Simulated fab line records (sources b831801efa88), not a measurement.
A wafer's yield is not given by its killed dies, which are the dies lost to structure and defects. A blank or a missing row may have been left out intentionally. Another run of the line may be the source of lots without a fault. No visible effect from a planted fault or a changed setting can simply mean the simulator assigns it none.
A lot that was struck, set against a sound lot | flow sky130 | 17 out of 708 route steps
Sound: wafers L678.2, L678.3, L678.6. Wafers struck: L683.4, L683.5, L683.6. The cause is given at the end.
At each step with rows: each side's tool, then ch and its chambers, then its first start. Under that, the readings that differ: sound wafers | struck wafers | difference of the means | sigmas: that difference in standard deviations of wafers without a fault.
alike: readings with means less than 2 such deviations apart, plus words and numbers identical on both sides. not compared: withheld readings, readings lacking a value on some wafer, bounds such as >300 that could conceal the same value, and numbers that have no deviation in the record and whose values overlap.
A row with sigmas, a row that says differs or no value, or rows on one side alone: a step with any of these is where the two part. Numbers that don't overlap but have no deviation are shown without sigmas and don't part them. A reading that every wafer of one side lacks parts them only if that side has two wafers or more.

first, 3 steps without rows for these wafers: SKY_VIA3_EXPOSE_09 (exposes mask VIM3, target cd 200 nm); SKY_VIA3_PEB_10; SKY_VIA3_DEVELOP_11 (develop time 60 s).
SKY_VIA3_CD_MEAS_12 targets a cd of 200 nm.
  sound: cd_sem-01 at day 44 18:47; struck: cd_sem-01 at day 46 02:20
  alike: cd_nm
SKY_VIA3_OVL_MEAS_13:
  sound: overlay-01 at day 44 18:54; struck: overlay-01 at day 46 02:25
  alike: VIA3_OVL
SKY_VIA3_ETCH_14: etches BARC in N2/H2, stops on SiO2, time 45.9 s, target depth 60 nm.
  sound on rie_diel-01 ch 2,3, day 44 18:56; struck on rie_diel-01 ch 0,2,3, day 46 02:26
  alike: bias_w, drypump_motor_current_A, oes_product_au, throttle_valve_pct
  not compared: rf_hours_counter_h
SKY_VIA3_ETCH_15: etches SiO2 in C4F8/O2/Ar, stops on TiN, target depth 507 nm, time 78 s.
  sound on rie_diel-01 ch 2,3, day 44 18:58; struck on rie_diel-01 ch 0,2,3, day 46 02:28
  alike: bias_w, oes_product_au
  not compared: rf_hours_counter_h
SKY_VIA3_STRIP_16: strips in O2/N2.
  sound on plasma_asher-03 ch 0,1, day 44 19:02; struck on plasma_asher-03 ch 0,1, day 46 02:34
  alike: drypump_motor_current_A, oes_product_au, strip_time_to_endpoint_s
  not compared: rf_hours_counter_h
then, 3 steps without rows for these wafers: SKY_VIA3_STRIP_17 (strips in post etch residue remover, time 1200 s); SKY_VIA3_CLEAN_18 (cleans in IPA, time 180 s); SKY_VIA3_CLEAN_19 (cleans in O3/DIW).
SKY_VIA3_SPUTTER_20: material TiN, target thk 20 nm, time 80 s.
  sound: pvd_sputter-02 at day 44 19:37; struck: pvd_sputter-03 at day 46 03:07
  alike: chamber_pressure_pa, throttle_valve_pct
SKY_VIA3_CVD_21: deposits W, target thk 390 nm, time 117.31 s.
  sound on cvd_w-01 ch 0,1, day 44 19:41; struck on cvd_w-02 ch 0,1, day 46 03:13
  alike: chamber_pressure_Torr, heater_power_w
SKY_VIA3_RS_MEAS_22: uses a four-point probe to measure.
  sound: film_metro-03 at day 44 19:49; struck: film_metro-02 at day 46 03:40
  reading            | sound             | struck            | difference | sigmas
  VIA3_W_RS (ohm/sq) | 0.294 0.300 0.293 | 0.423 0.429 0.409 | +0.125     | +38
  not compared: hold
SKY_VIA3_THK_MEAS_23: measures by xrf.
  sound: film_metro-03 at day 44 19:56; struck: film_metro-02 at day 46 08:34
  reading         | sound       | struck      | difference | sigmas
  VIA3_W_THK (nm) | 387 380 391 | 302 299 305 | -84        | -16
  not compared: hold
SKY_VIA3_CMP_24: polishes, stops on SiO2, t overpolish 20 s, target thk 0 nm.
  sound on cmp-02 ch 0,2,3, day 44 20:02; struck on cmp-02 ch 0,1, day 46 11:55
  reading | sound | struck                                                                     | difference                   | sigmas
  hold    | - - - | await_dispo/3.3h/release await_dispo/3.3h/release await_dispo/3.3h/release | no value on the sound wafers |
  alike: head_pressure_psi, motor_current_A, overpolish_run_s, slurry_filter_dp_kPa, slurry_flow_ml_min, time_to_endpoint_s
-- the record jumps here: 5 days lie between the struck wafers' starts before and after (it left off in module VIA3 and takes up again in module PAD_OPEN, whose first step shown is number 708 of the route) --
SKY_PAD_OPEN_PROBE_99:
  rows exist in the record for the struck wafers here (prober-02, day 51 02:59), but not for the sound ones

== WHERE THEY PART ==
Earliest at SKY_VIA3_RS_MEAS_22; latest, in this record, at SKY_PAD_OPEN_PROBE_99.

WHY: what had been put in by the simulator
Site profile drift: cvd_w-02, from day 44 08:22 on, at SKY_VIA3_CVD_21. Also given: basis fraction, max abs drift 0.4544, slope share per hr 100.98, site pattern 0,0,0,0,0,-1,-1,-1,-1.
